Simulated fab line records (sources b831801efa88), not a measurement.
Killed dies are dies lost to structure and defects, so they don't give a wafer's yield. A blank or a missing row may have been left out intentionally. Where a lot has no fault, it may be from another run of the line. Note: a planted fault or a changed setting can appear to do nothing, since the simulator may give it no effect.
Problem report, 8D (eight disciplines) form, completed by code | flow sfqLine | the parts of the form that need people (team, actions taken, sign-off) are left out

## 1. PROBLEM STATEMENT
SFQ_TRILAYER_I2_DEP_PECVD_063, rfFwdPowerW: mean 254.4 W over 1 wafer from 1 lot; wafers with no fault: 182.2 W, standard deviation 0.61. So: +99 or more standard deviations from the usual mean.
The step: deposits SiO2 from SiH4/N2O, time 111.11 s, target thk 500 nm.
The first sign was on wafer L666.3 at day 43 16:33, on pecvd-04. Wafers with a number at this step in the record: 39, from 13 lots. Rule for "out", or "out of limits": more than 4 standard deviations from the usual mean. All remaining wafers that have a number are taken as sound.

## 2. WHAT IT IS, WHAT IT ISN'T
question                    | is                | is not
which readings at this step | rfFwdPowerW       | heaterPowerW, throttleValvePct
which lots                  | L666              | L647, L648, L649, L650, L651, L652, L654, L656, L657, L658, L668, L669
which wafers of those lots  | L666.3            | L666.1, L666.2
read on which tools         | pecvd-04          | pecvd-01, pecvd-03
when                        | from day 43 16:33 | up to then (32 sound wafers); but 6 sound wafers of L668, L669 came after

## 3. WHAT RULES OUT EACH SUSPECT
Counting: a tool at a process step up to the reading stays a suspect if it ran every lot that is out. Sound lots after the first of them don't rule it out here, since some wafers of a struck lot are sound.
- pecvd-04 at SFQ_TRILAYER_I2_DEP_PECVD_063 (deposits SiO2 from SiH4/N2O, time 111.11 s, target thk 500 nm): kept. It processed L666, the lot that is out, at day 43 16:33, and its most recent sound lot before then was L658 at day 34 08:29. Its own rfFwdPowerW readings are out on those wafers.
- At SFQ_TRILAYER_I2_DEP_PECVD_063, inside pecvd-04: chamber 0 took the wafers that are out, while their sound lot-mates went through chambers 1, 2.
The count leaves pecvd-04 at SFQ_TRILAYER_I2_DEP_PECVD_063.

## 4. THE CAUSE (what the simulator had put in)
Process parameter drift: pecvd-04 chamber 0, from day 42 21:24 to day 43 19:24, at SFQ_TRILAYER_I2_DEP_PECVD_063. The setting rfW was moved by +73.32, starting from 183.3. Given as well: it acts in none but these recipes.
Counting left only this tool.

## 5. SEQUENCE OF EFFECTS, ordered by route
One row per reading whose mean, taken over the struck wafers that have a number, lies over 3 standard deviations from the usual. Readings are gone through only where the record gives a usual standard deviation; hours: the median, over the lots, of the time from a lot's start at the first step in this table giving one to that lot's start at this step; sigmas: the change measured in usual standard deviations.
hours | step                          | reading         | usual   | on struck wafers | change | sigmas
0     | SFQ_TRILAYER_I2_DEP_PECVD_063 | rfFwdPowerW     | 182.2 W | 254.4            | +72.2  | +99 or more
0     | SFQ_TRILAYER_I2_DEP_PECVD_063 | showerheadVppV  | 853 V   | 1006             | +153   | +3.7
3     | SFQ_TRILAYER_I2_CMP_CMP_064   | timeToEndpointS | 215 s   | 253              | +38    | +4.9
Its process steps:
- SFQ_TRILAYER_I2_DEP_PECVD_063: deposits SiO2 from SiH4/N2O, time 111.11 s, target thk 500 nm.
- SFQ_TRILAYER_I2_CMP_CMP_064: polishes SiO2.
At these later measuring or inspecting steps, every struck wafer for which the step has a row has a number for every such reading, and none has moved that far: SFQ_M8_OVL_MEAS_948.

## 6. WHAT WOULD HAVE CAUGHT IT SOONER
First out-of-limits reading in this record: day 43 16:33, which is 19 hours after fault onset at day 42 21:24.
